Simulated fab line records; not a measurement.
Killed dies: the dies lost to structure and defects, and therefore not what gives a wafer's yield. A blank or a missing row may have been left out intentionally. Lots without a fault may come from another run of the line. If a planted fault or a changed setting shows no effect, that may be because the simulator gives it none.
A single fault, viewed from 2 desks ; flow sfq line ; each desk holds nothing but its own numbers, with what lay behind them at the end

## DESK OF THE TOOL OWNER: pvd sputter-05
The tool's own readings at SFQ_TRILAYER_L0_DEP_SPUTTER_003 (material MoNx KI, target thk 40 nm, time 100 s): means of the sampled wafers that have a number, for each lot that ran on this tool. If a lot's mean is further than 4 standard deviations from the usual mean, the lot is out of limits and carries the mark OUT (the distance appears in the brackets).
Columns: A = chamber pressure pa at SFQ_TRILAYER_L0_DEP_SPUTTER_003, usual 0.4001 Pa; B = throttle valve pct at SFQ_TRILAYER_L0_DEP_SPUTTER_003, usual 29.9 %
lot;first seen here;A;B
L640;day 1 22:29;0.3992;29.9
L643;day 2 13:29;0.3995;30.3
L646;day 3 04:29;0.3998;30.3
L659;day 5 21:29;0.4007;30.3
L660;day 6 02:29;0.4005;30.5
This desk's verdict: no lot among the 5 shows anything out of limits.

## FROM THE METROLOGY DESK
What the gauges read for every lot (on any tool): the sampled wafers with a number, averaged. If a lot's mean is further than 4 standard deviations from the usual mean, the lot is out of limits and carries the mark OUT (the distance appears in the brackets).
Columns: A = L0_MONX_KI_RS at SFQ_L0_RS_MEAS_901, usual 43.6 ohm/sq; B = L0_MONX_KI_THK at SFQ_L0_THK_MEAS_902, usual 39.7 nm
lot;first seen here;A;B
L638;day 1 12:35;43.7;39.4
L640;day 1 22:35;43.8;39.7
L643;day 2 13:34;88.4 (+99 or more) OUT;23.7 (-36) OUT
L645;day 2 23:34;44.1;39.2
L646;day 3 04:34;65.4 (+51) OUT;31.9 (-18) OUT
L647;day 3 09:35;42.8;40.5
L652;day 4 10:34;43.6;39.5
L653;day 4 15:35;43.7;39.4
L654;day 4 20:36;43.5;39.6
L656;day 5 06:35;44.5;38.9
L658;day 5 16:35;42.5;40.8
L659;day 5 21:34;43.3;39.8
L660;day 6 02:34;43.5;39.6
L661;day 6 07:34;43.3;39.7
Per this desk, out of limits: L643, L646; the first was L643, day 2 13:34 (L0_MONX_KI_RS at SFQ_L0_RS_MEAS_901). L638, L640, L645, L647, L652, L653, L654, L656, L658, L659, L660, L661: within limits.

## BROUGHT TOGETHER
L643, L646 would have let the metrology desk raise an alarm at day 2 13:34.
Nothing out of limits was seen by the tool owner's desk.
Tool owner's desk: L643, L646 on record, inside its limits.
SFQ_TRILAYER_L0_DEP_SPUTTER_003 was run on pvd sputter-05 by each of the lots named.

## WHAT THE SIMULATOR PUT IN
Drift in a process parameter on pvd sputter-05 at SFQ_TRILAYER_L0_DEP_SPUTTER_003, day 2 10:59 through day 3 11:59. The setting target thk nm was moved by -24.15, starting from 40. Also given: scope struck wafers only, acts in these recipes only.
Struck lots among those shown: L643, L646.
Time in hours between the start of the fault and the first out-of-limits reading at each desk: metrology desk, 3.
